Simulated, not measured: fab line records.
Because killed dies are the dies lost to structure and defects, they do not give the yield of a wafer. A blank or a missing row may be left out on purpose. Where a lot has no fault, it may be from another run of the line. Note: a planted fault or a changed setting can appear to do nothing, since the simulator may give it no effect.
fab line records | flow sky130
record: lots: 6 wafers: 18 lastDay: 50
route steps=708 shown CAPM@545 METAL3@555 PAD_OPEN@708
lots with no fault: from the same line, run without faults
startH: hours from the record's first day to the start of the lot's first wafer shown | waitH: hours since the lot's step before | " unchanged from the row above | L1.1+2: several wafers, shown together as one row | - either no value or no given start | * or withheld: withheld | < > ~ a bound
route shown NAME@n: a module of which the file shows steps, and the number in the route of the first | usual: mean and standard deviation over wafers with no fault | same: alike in all rows | chamber/n: place in a boat | sites: the reading at each site | _std_site: the standard deviation of these | _edge_site: the outer-site mean with the inner-site mean subtracted | radiusMm: for every site, how far away it sits from the centre of the wafer | mask NAME#n: copy n | behind: the last tool/chamber to shape the wafer | hold: cause of the lot's hold/its duration in hours/its outcome | device: the transistor (n, p or np) that didn't switch | end of line: tests run on the same wafers once the route is complete | a step without rows: its recipe alone | killed: the dies lost at the first sort to structure and to defects; this is not the yield of the wafer | map: a wafer's dies, marking killed ones x, the rest . and places with no die _
set.NAME: the setting the step ran with; set.NAME@STEP: the setting that earlier step ran with | model.NAME: the simulator's own value behind a step, which no gauge read
certain route steps with their lots: each step a table, each wafer a row
services: a tool's chamber out of use, with start hour (startH, from the record's first day; less than 0 if before it), hours out, and reason
== steps ==
step: SKY_CAPM_SOFTBAKE_08
recipe: tempC: 90 timeS: 60 resist: NOVOLAK
step: SKY_CAPM_EXPOSE_09
recipe: maskId: CAPM na: 0.6 sourceShape: conventional sigmaOuter: 0.6 polarization: unpolarized targetCdNm: 1000 doseMj: 159
step: SKY_CAPM_PEB_10
recipe: tempC: withheld timeS: * resist: NOVOLAK
step: SKY_CAPM_DEVELOP_11
recipe: resist: NOVOLAK developer: TMAH developTimeS: 60 devTempC: 23
step: SKY_CAPM_OVL_MEAS_12
usual: CAPM_OVL: 1.1/1.2
columns lot.wafer tool chamber startH waitH CAPM_OVL[nm]
L792.2 overlay-02 - 894.10 0.1 0.2
L792.3 " - " " 1.4
L792.5 " - " " 0.6
L799.2 overlay-02 - 959.24 0.1 4.5
L799.4 " - " " 2.3
L799.6 " - " " 1.3
L805.1 overlay-02 - 984.05 0.1 -0.2
L805.4 " - " " -1.3
L805.5 " - " " -0.8
L806.3 overlay-01 - 999.39 0.1 0.9
L806.4 " - " " 1.1
L806.5 " - " " 1.5
L811.1 overlay-02 - 1019.18 0.1 0.6
L811.4 " - " " 1.5
L811.6 " - " " 2.3
L813.3 overlay-01 - 1032.74 0.1 0.7
L813.5 " - " " 0.5
L813.6 " - " " 0.9
step: SKY_CAPM_METAL_ETCH_13
recipe: targetDepthNm: 220 stopOn: SiO2 chemistry: Cl2/BCl3 target: TiN pressureMtorr: 10 icpW: 900 biasW: 48.5 Cl2_flow_sccm: 60 bcl3FlowSccm: 30 timeS: 62.9
usual: drypumpMotorCurrentA: 6.0/0.48 oesProductAu: 0.939/0.0081 throttleValvePct: 21.903/0.011
columns lot.wafer tool chamber startH waitH drypumpMotorCurrentA oesProductAu rfHoursCounterH throttleValvePct
L792.2 rieMetal-02 0 894.13 0.0 6.3 0.928 2 21.918
L792.3 " 0 " " 6.3 0.911 - 21.905
L792.5 " 0 " " 6.3 0.924 - 21.929
L799.2 rieMetal-02 0 959.27 0.0 6.2 0.955 4 21.902
L799.4 " 0 " " 6.2 0.925 - 21.923
L799.6 " 1 " " 5.5 0.941 - 21.908
L805.1 rieMetal-04 1 984.09 0.0 5.2 0.945 3 21.893
L805.4 " 1 " " 5.2 0.941 - 21.915
L805.5 " 1 " " 5.2 0.927 - 21.907
L806.3 rieMetal-02 0 999.47 0.1 6.2 0.942 - 21.903
L806.4 " 0 " " 6.2 0.951 - 21.894
L806.5 " 0 " " 6.2 0.949 - 21.898
L811.1 rieMetal-02 1 1019.22 0.0 5.5 0.941 1 21.904
L811.4 " 1 " " 5.5 0.938 - 21.916
L811.6 " 0 " " 6.2 0.942 - 21.914
L813.3 rieMetal-02 1 1032.79 0.0 5.5 0.940 - 21.902
L813.5 " 1 " " 5.5 0.940 - 21.894
L813.6 " 0 " " 6.3 0.946 - 21.891
step: SKY_CAPM_STRIP_14
recipe: chemistry: O2/N2 powerW: 1400 pressureMtorr: 1500 platenTempC: withheld o2FlowSccm: 3000 n2FlowSccm: 300 overashFraction: 0.5
usual: drypumpMotorCurrentA: 5.5/0.39 oesProductAu: 0.710/0.0047 stripTimeToEndpointS: 12.65/0.056
columns lot.wafer tool chamber startH waitH drypumpMotorCurrentA oesProductAu rfHoursCounterH stripTimeToEndpointS
L792.2 plasmaAsher-04 1 894.20 0.1 5.4 0.703 76 12.73
L792.3 " 0 " " 5.6 0.709 - 12.67
L792.5 " 1 " " 5.3 0.714 - 12.66
L799.2 plasmaAsher-04 0 959.35 0.1 5.5 0.709 82 12.63
L799.4 " 1 " " 5.3 0.714 - 12.63
L799.6 " 1 " " 5.3 0.708 - 12.59
L805.1 plasmaAsher-02 1 984.16 0.1 5.8 0.717 115 12.70
L805.4 " 1 " " 5.8 0.706 - 12.69
L805.5 " 1 " " 5.8 0.707 - 12.76
L806.3 plasmaAsher-01 1 999.61 0.1 4.8 0.711 - 12.75
L806.4 " 0 " " 5.9 0.714 - 12.72
L806.5 " 1 " " 4.7 0.712 - 12.68
L811.1 plasmaAsher-02 1 1019.30 0.1 5.8 0.710 119 12.68
L811.4 " 1 " " 5.8 0.712 - 12.71
L811.6 " 1 " " 5.8 0.706 - 12.72
L813.3 plasmaAsher-04 0 1032.88 0.1 5.6 0.708 - 12.66
L813.5 " 0 " " 5.6 0.705 - 12.64
L813.6 " 1 " " 5.3 0.709 - 12.73
step: SKY_CAPM_STRIP_15
recipe: chemistry: postEtchResidueRemover timeS: 1200 tempC: 72.5
step: SKY_CAPM_CLEAN_16
recipe: chemistry: IPA timeS: 180 tempC: 25
step: SKY_CAPM_CLEAN_17
recipe: chemistry: O3/DIW dry: n2Spin
step: SKY_METAL3_DEHYDRATE_05
recipe: tempC: 200 timeS: 60
step: SKY_METAL3_HMDS_06
recipe: primeTimeS: 60 primeTempC: 120
step: SKY_METAL3_COAT_07
recipe: resist: BARC tempC: withheld timeS: withheld spinRpm: 3000 resistThkNm: 60
usual: spinSpeedRpm: 2999.2/2.3
columns lot.wafer tool chamber startH waitH spinSpeedRpm
L792.2 lithoTrack-03 0 907.23 0.1 3000.6
L792.3 " 0 " " 2998.8
L792.5 " 0 " " 2999.9
L799.2 lithoTrack-04 0 970.29 0.1 2999.2
L799.4 " 0 " " 2993.4
L799.6 " 0 " " 3002.8
L805.1 lithoTrack-04 0 994.82 0.1 2883.6
L805.4 " 0 " " 2879.2
L805.5 " 0 " " 2879.9
L806.3 lithoTrack-04 0 1010.42 0.1 2881.5
L806.4 " 0 " " 2874.8
L806.5 " 0 " " 2877.9
L811.1 lithoTrack-02 0 1030.08 0.1 3000.1
L811.4 " 0 " " 3003.4
L811.6 " 0 " " 2998.2
L813.3 lithoTrack-02 0 1044.53 0.1 2997.2
L813.5 " 0 " " 2997.8
L813.6 " 0 " " 3002.0
step: SKY_METAL3_COAT_08
recipe: resist: KrF-thick spinRpm: 3000 resistThkNm: 1140
step: SKY_METAL3_SOFTBAKE_09
recipe: tempC: 100 timeS: 90 resist: KrF-thick
step: SKY_METAL3_EXPOSE_10
recipe: maskId: MM3 na: 0.68 sourceShape: annular sigmaInner: 0.4 sigmaOuter: 0.8 targetCdNm: 300 doseMj: 28
step: SKY_METAL3_PEB_11
recipe: pebTempC: withheld pebTimeS: withheld resist: KrF-thick
step: SKY_METAL3_DEVELOP_12
recipe: developTimeS: 60 resist: KrF-thick devTempC: 21
step: SKY_METAL3_CD_MEAS_13
recipe: targetCdNm: 300
usual: cdNm: 299.7/1.4
columns lot.wafer tool chamber startH waitH cdNm
L792.2 cdSem-02 - 918.84 - 301.3
L792.3 " - " " 300.6
L792.5 " - " " 300.0
L799.2 cdSem-02 - 982.99 - 300.9
L799.4 " - " " 299.6
L799.6 " - " " 300.8
L805.1 cdSem-02 - 1006.32 - 301.6
L805.4 " - " " 301.2
L805.5 " - " " 301.5
L806.3 cdSem-02 - 1022.34 - 301.5
L806.4 " - " " 301.9
L806.5 " - " " 301.9
L811.1 cdSem-02 - 1041.83 - 300.6
L811.4 " - " " 299.4
L811.6 " - " " 301.5
L813.3 cdSem-02 - 1055.87 - 297.7
L813.5 " - " " 297.7
L813.6 " - " " 298.8
step: SKY_METAL3_OVL_MEAS_14
usual: METAL3_OVL: -1/4.3
columns lot.wafer tool chamber startH waitH METAL3_OVL[nm]
L792.2 overlay-01 - 918.94 0.1 -10
L792.3 " - " " -4
L792.5 " - " " -3
L799.2 overlay-01 - 983.09 0.1 1
L799.4 " - " " 7
L799.6 " - " " 1
L805.1 overlay-01 - 1006.44 0.1 -2
L805.4 " - " " 1
L805.5 " - " " 5
L806.3 overlay-02 - 1022.43 0.1 3
L806.4 " - " " -4
L806.5 " - " " 3
L811.1 overlay-01 - 1041.95 0.1 -2
L811.4 " - " " 0
L811.6 " - " " -9
L813.3 overlay-02 - 1055.96 0.1 0
L813.5 " - " " 1
L813.6 " - " " -1
step: SKY_METAL3_DESCUM_15
recipe: chemistry: O2 sourcePowerW: 150 biasPowerW: 0 pressureMtorr: 10 tempC: 40 timeS: 8
usual: drypumpMotorCurrentA: 6.1/0.44 oesProductAu: 1.001/0.012
same: biasPowerW: 0
columns lot.wafer tool chamber startH waitH drypumpMotorCurrentA oesProductAu rfHoursCounterH
L792.2 rieMetal-03 0 918.97 0.0 6.4 1.012 8
L792.3 " 1 " " 6.3 0.997 -
L792.5 " 0 " " 6.4 1.020 -
L799.2 rieMetal-01 0 983.12 0.0 5.7 1.004 12
L799.4 " 0 " " 5.7 1.009 -
L799.6 " 0 " " 5.6 1.015 -
L805.1 rieMetal-04 1 1006.47 0.0 5.2 0.977 4
L805.4 " 0 " " 6.4 1.009 -
L805.5 " 1 " " 5.2 0.987 -
L806.3 rieMetal-01 1 1022.47 0.0 6.2 1.004 -
L806.4 " 0 " " 5.7 1.017 -
L806.5 " 0 " " 5.7 1.016 -
L811.1 rieMetal-04 0 1041.99 0.0 6.4 1.000 12
L811.4 " 0 " " 6.4 0.993 -
L811.6 " 1 " " 5.2 0.977 -
L813.3 rieMetal-04 0 1056.00 0.0 6.4 1.014 -
L813.5 " 1 " " 5.2 0.995 -
L813.6 " 0 " " 6.4 1.011 -
step: SKY_METAL3_ETCH_16
recipe: chemistry: N2/H2 target: BARC ionEnergyEv: 200 biasW: 100 pressureMtorr: 30 n2FlowSccm: 100 h2FlowSccm: 200 icpW: 500 stopOn: SiO2 timeS: 88.2 targetDepthA: 600
usual: drypumpMotorCurrentA: 6.1/0.43 oesProductAu: 0.627/0.0042 throttleValvePct: 13.205/0.0096
columns lot.wafer tool chamber startH waitH drypumpMotorCurrentA oesProductAu rfHoursCounterH throttleValvePct model.etch.depthNm
L792.2 rieMetal-03 0 919.00 0.0 6.4 0.630 8 13.202 60.19
L792.3 " 1 " " 6.3 0.617 - 13.213 60.07
L792.5 " 0 " " 6.4 0.634 - 13.214 60.05
L799.2 rieMetal-01 0 983.15 0.0 5.7 0.624 12 13.211 60
L799.4 " 0 " " 5.7 0.629 - 13.201 59.99
L799.6 " 0 " " 5.7 0.625 - 13.220 59.95
L805.1 rieMetal-04 1 1006.50 0.0 5.2 0.634 4 13.217 61.26
L805.4 " 0 " " 6.4 0.634 - 13.211 61.27
L805.5 " 1 " " 5.2 0.628 - 13.215 61.21
L806.3 rieMetal-01 1 1022.52 0.0 6.2 0.629 - 13.219 61.31
L806.4 " 0 " " 5.7 0.636 - 13.225 61.35
L806.5 " 0 " " 5.7 0.637 - 13.208 61.39
L811.1 rieMetal-04 0 1042.02 0.0 6.4 0.634 12 13.195 60.56
L811.4 " 0 " " 6.4 0.627 - 13.205 60.49
L811.6 " 1 " " 5.2 0.627 - 13.204 60.5
L813.3 rieMetal-04 0 1056.05 0.0 6.4 0.621 - 13.198 60.39
L813.5 " 1 " " 5.2 0.623 - 13.197 60.37
L813.6 " 0 " " 6.4 0.626 - 13.196 60.48
step: SKY_METAL3_ETCH_17
recipe: target: SiO2 stopOn: TiN chemistry: C4F8/O2/Ar sourceW: 1500 biasW: 1200 pressureMtorr: 40 c4f8FlowSccm: withheld O2_flow_sccm: 6 Ar_flow_sccm: 300 timeS: 3.9 targetDepthA: 150
usual: oesProductAu: 0.755/0.0071
columns lot.wafer tool chamber startH waitH oesProductAu rfHoursCounterH
L792.2 rieDiel-03 2 919.10 0.1 0.748 3
L792.3 " 3 " " 0.749 9
L792.5 " 3 " " 0.763 -
L799.2 rieDiel-03 3 983.25 0.1 0.754 12
L799.4 " 1 " " 0.758 22
L799.6 " 0 " " 0.760 -
L805.1 rieDiel-01 0 1006.60 0.1 0.748 4
L805.4 " 2 " " 0.749 8
L805.5 " 0 " " 0.759 -
L806.3 rieDiel-01 2 1022.59 0.0 0.753 9
L806.4 " 0 " " 0.760 5
L806.5 " 2 " " 0.752 -
L811.1 rieDiel-02 3 1042.12 0.1 0.751 10
L811.4 " 2 " " 0.747 13
L811.6 " 0 " " 0.759 -
L813.3 rieDiel-02 0 1056.12 0.0 0.741 11
L813.5 " 3 " " 0.764 -
L813.6 " 2 " " 0.759 -
step: SKY_PAD_OPEN_PROBE_99
usual: defectLimitedYield: 82.5/1.9 killed_at_M0_to_M3: 43/7.2 killed_at_M4_up: 3.1/1.8 killedAtContacts: 24/5.4 killedAtFrontEnd: 15/4.4 killedAtOther: 0.4/0.56 killedDies: 86/9.3 killedOpen: 47/6.9 killedShort: 39/6.6 sort_bin_3_pad_short: 0.9/0.43 sort_bin_5_function: 10.4/1.5 sort_bin_6_memory: 6.2/1.1 sortNPass: 406/9.3 sortYieldPct: 82.5/1.9
same: grossDies: 492 killedAtBackSide: 0 sort_bin_4_leakage[%]: 0 sort_bin_8_speed[%]: 0
columns lot.wafer tool chamber startH waitH defectLimitedYield[%] killed_at_M0_to_M3 killed_at_M4_up killedAtContacts killedAtFrontEnd killedAtOther killedDies killedOpen killedShort sort_bin_3_pad_short[%] sort_bin_5_function[%] sort_bin_6_memory[%] sortNPass sortYieldPct[%]
L792.2 prober-01 - 1092.31 0.1 85.2 32 4 21 15 1 73 35 38 0.6 9.6 4.7 419 85.2
L792.3 prober-01 - 1092.36 0.2 82.3 32 1 31 23 0 87 41 45 0.6 10.6 6.5 405 82.3
L792.5 prober-01 - 1092.46 0.2 84.3 33 3 26 15 0 77 42 34 0.2 10.6 4.9 415 84.3
L799.2 prober-01 - 1142.22 0.1 84.3 34 1 21 20 1 77 41 35 0.6 10.4 4.7 415 84.3
L799.4 prober-01 - 1142.32 0.2 82.7 37 5 32 10 1 85 47 38 1.4 10.6 5.3 407 82.7
L799.6 prober-01 - 1142.42 0.2 81.9 52 2 29 6 0 89 50 38 0.4 12.0 5.7 403 81.9
L806.3 prober-01 - 1178.25 0.2 83.5 52 3 14 12 0 81 37 44 0.2 10.6 5.7 411 83.5
L806.4 prober-01 - 1178.30 0.2 79.5 47 3 29 22 0 101 54 47 0.8 11.4 8.3 391 79.5
L806.5 prober-01 - 1178.35 0.2 86.0 29 1 19 19 1 69 42 26 0.4 9.6 4.1 423 86.0
L811.1 prober-02 - 1189.05 0.1 81.7 54 3 19 14 0 90 54 35 0.8 11.4 6.1 402 81.7
L811.4 prober-02 - 1189.20 0.2 80.1 54 0 30 14 0 98 63 35 1.2 11.2 7.5 394 80.1
L811.6 prober-02 - 1189.30 0.2 81.7 47 4 25 14 0 90 51 38 1.0 11.4 5.9 402 81.7
L813.3 prober-02 - 1201.26 0.2 83.7 40 3 19 17 1 80 39 41 1.6 8.5 6.1 412 83.7
L813.5 prober-02 - 1201.36 0.2 84.1 35 4 24 14 1 78 31 47 1.4 9.3 5.1 414 84.1
L813.6 prober-02 - 1201.41 0.2 78.0 63 3 27 14 1 108 56 52 1.2 12.8 7.9 384 78.0
killed by level:class
L792.2 VIA1:geometricParticle:open=8 FIELD_ISO:geometricParticle:short=6 LI_CONTACT:geometricParticle:open=6 VIA3:geometricParticle:open=6 CONTACT:geometricParticle:short=5 LOCAL_INTERCONNECT:geometricParticle:short=4 METAL1:geometricParticle:short=4 VIA2:geometricParticle:open=4
L792.3 LI_CONTACT:geometricParticle:open=12 FIELD_ISO:geometricParticle:short=7 POLY_GATE:geometricParticle:short=6 CONTACT:geometricParticle:open=6 METAL1:geometricParticle:short=6 VIA3:geometricParticle:open=6 LI_CONTACT:geometricParticle:short=5 METAL2:geometricParticle:short=5
L792.5 LI_CONTACT:geometricParticle:open=10 VIA1:geometricParticle:open=10 CONTACT:geometricParticle:open=7 FIELD_ISO:geometricParticle:short=6 LOCAL_INTERCONNECT:geometricParticle:short=4 METAL2:geometricParticle:short=4 VIA2:geometricParticle:open=4 VIA3:geometricParticle:open=4
L799.2 CONTACT:geometricParticle:open=11 FIELD_ISO:geometricParticle:short=8 VIA1:geometricParticle:open=7 VIA1:geometricParticle:short=6 LI_CONTACT:geometricParticle:open=5 VIA3:geometricParticle:open=5 VIA2:geometricParticle:open=5 METAL2:geometricParticle:short=4
L799.4 CONTACT:geometricParticle:open=14 VIA1:geometricParticle:open=8 CONTACT:geometricParticle:short=7 LI_CONTACT:geometricParticle:open=6 METAL1:geometricParticle:short=6 VIA2:geometricParticle:short=5 VIA2:geometricParticle:open=5 VIA3:geometricParticle:open=5
L799.6 CONTACT:geometricParticle:open=14 VIA1:geometricParticle:open=14 METAL2:geometricParticle:short=11 METAL1:geometricParticle:short=6 VIA3:geometricParticle:open=6 CONTACT:geometricParticle:short=5 VIA2:geometricParticle:open=5 LOCAL_INTERCONNECT:geometricParticle:open=4
L806.3 VIA1:geometricParticle:short=12 VIA1:geometricParticle:open=8 METAL2:geometricParticle:short=6 METAL3:geometricParticle:short=5 FIELD_ISO:geometricParticle:short=5 VIA3:geometricParticle:open=5 CONTACT:geometricParticle:open=5 VIA2:geometricParticle:open=5
L806.4 VIA1:geometricParticle:open=13 CONTACT:geometricParticle:open=12 VIA2:geometricParticle:open=8 METAL2:geometricParticle:short=7 VIA3:geometricParticle:open=7 FIELD_ISO:geometricParticle:short=6 CONTACT:geometricParticle:short=6 POLY_GATE:geometricParticle:short=5
L806.5 VIA1:geometricParticle:open=10 POLY_GATE:geometricParticle:short=8 VIA2:geometricParticle:open=6 CONTACT:geometricParticle:open=6 CONTACT:geometricParticle:short=5 LI_CONTACT:geometricParticle:open=4 POLY_GATE:geometricParticle:open=3 METAL1:geometricParticle:short=3
L811.1 VIA1:geometricParticle:open=19 CONTACT:geometricParticle:open=10 VIA1:geometricParticle:short=8 POLY_GATE:geometricParticle:open=5 FIELD_ISO:geometricParticle:short=4 VIA3:geometricParticle:open=4 VIA2:geometricParticle:open=4 VIA3:geometricParticle:short=4
L811.4 VIA1:geometricParticle:open=16 CONTACT:geometricParticle:open=14 VIA3:geometricParticle:open=9 VIA2:geometricParticle:open=8 LI_CONTACT:geometricParticle:open=7 VIA1:geometricParticle:short=7 METAL1:geometricParticle:short=5 CONTACT:geometricParticle:short=4
L811.6 VIA3:geometricParticle:open=12 VIA1:geometricParticle:open=11 CONTACT:geometricParticle:open=10 LI_CONTACT:geometricParticle:open=7 VIA1:geometricParticle:short=6 FIELD_ISO:geometricParticle:short=5 LOCAL_INTERCONNECT:geometricParticle:short=5 METAL1:geometricParticle:short=4
L813.3 VIA1:geometricParticle:open=6 METAL2:geometricParticle:short=6 VIA3:geometricParticle:open=6 CONTACT:geometricParticle:short=5 CONTACT:geometricParticle:open=5 METAL1:geometricParticle:short=5 POLY_GATE:geometricParticle:short=4 POLY_CUT:geometricParticle:open=4
L813.5 LI_CONTACT:geometricParticle:open=9 METAL1:geometricParticle:short=8 VIA1:geometricParticle:open=7 CONTACT:geometricParticle:short=6 VIA3:geometricParticle:short=6 CONTACT:geometricParticle:open=5 VIA1:geometricParticle:short=5 POLY_GATE:geometricParticle:short=4
L813.6 VIA1:geometricParticle:open=11 METAL2:geometricParticle:short=10 VIA3:geometricParticle:open=9 LI_CONTACT:geometricParticle:open=8 VIA2:geometricParticle:open=8 VIA1:geometricParticle:short=8 CONTACT:geometricParticle:open=6 FIELD_ISO:geometricParticle:open=5
== services ==
columns tool chamber startH hours kind
rieMetal-02 0 885.15 6.8 repair
rieDiel-01 2 890.52 9.0 repair
rieMetal-04 1 892.96 - clean
rieMetal-04 - 893.39 0.3 repair
rieDiel-01 1 894.87 16.2 repair
rieDiel-01 0 897.70 4.7 repair
plasmaAsher-02 - 898.63 15.6 pm
rieDiel-02 3 902.15 10.7 repair
rieDiel-03 1 909.01 7.3 repair
rieDiel-03 0 919.46 7.2 repair
rieMetal-04 1 932.46 22.2 repair
rieMetal-03 - 947.44 2.8 pm
rieDiel-03 2 947.79 2.4 repair
plasmaAsher-02 - 949.01 1.6 repair
rieDiel-02 2 962.28 14.0 repair
plasmaAsher-01 - 966.57 1.1 repair
rieDiel-03 1 996.79 3.9 repair
rieMetal-03 - 1005.45 28.1 pm
rieMetal-04 - 1007.60 1.9 repair
rieDiel-02 1 1015.69 13.7 repair
plasmaAsher-01 - 1032.49 3.0 repair
plasmaAsher-01 - 1047.44 3.0 repair
rieMetal-02 0 1049.72 31.4 repair
plasmaAsher-02 - 1055.25 9.0 pm
== key ==
firstSign: step: SKY_METAL3_COAT_07 reading: spinSpeedRpm direction: down sigmas: 52 usual: 2999.2 struck: 2879.5
effect none on later readings
modelEffect: step: SKY_METAL3_ETCH_16 value: etch.depthNm without: 60.07 struck: 61.3
metAt SKY_METAL3_COAT_07
struckWafers L805.1,L805.4,L805.5,L806.3,L806.4,L806.5
onsetBetween 970.29 994.82
fault: kind: processParameterDrift tool: lithoTrack-04 chamber: - onsetH: 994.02 steps: SKY_METAL3_COAT_07 channel: spinRpm offset: -118.76 shape: step endH: 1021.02 actsIn: theseRecipesOnly stated: 3000
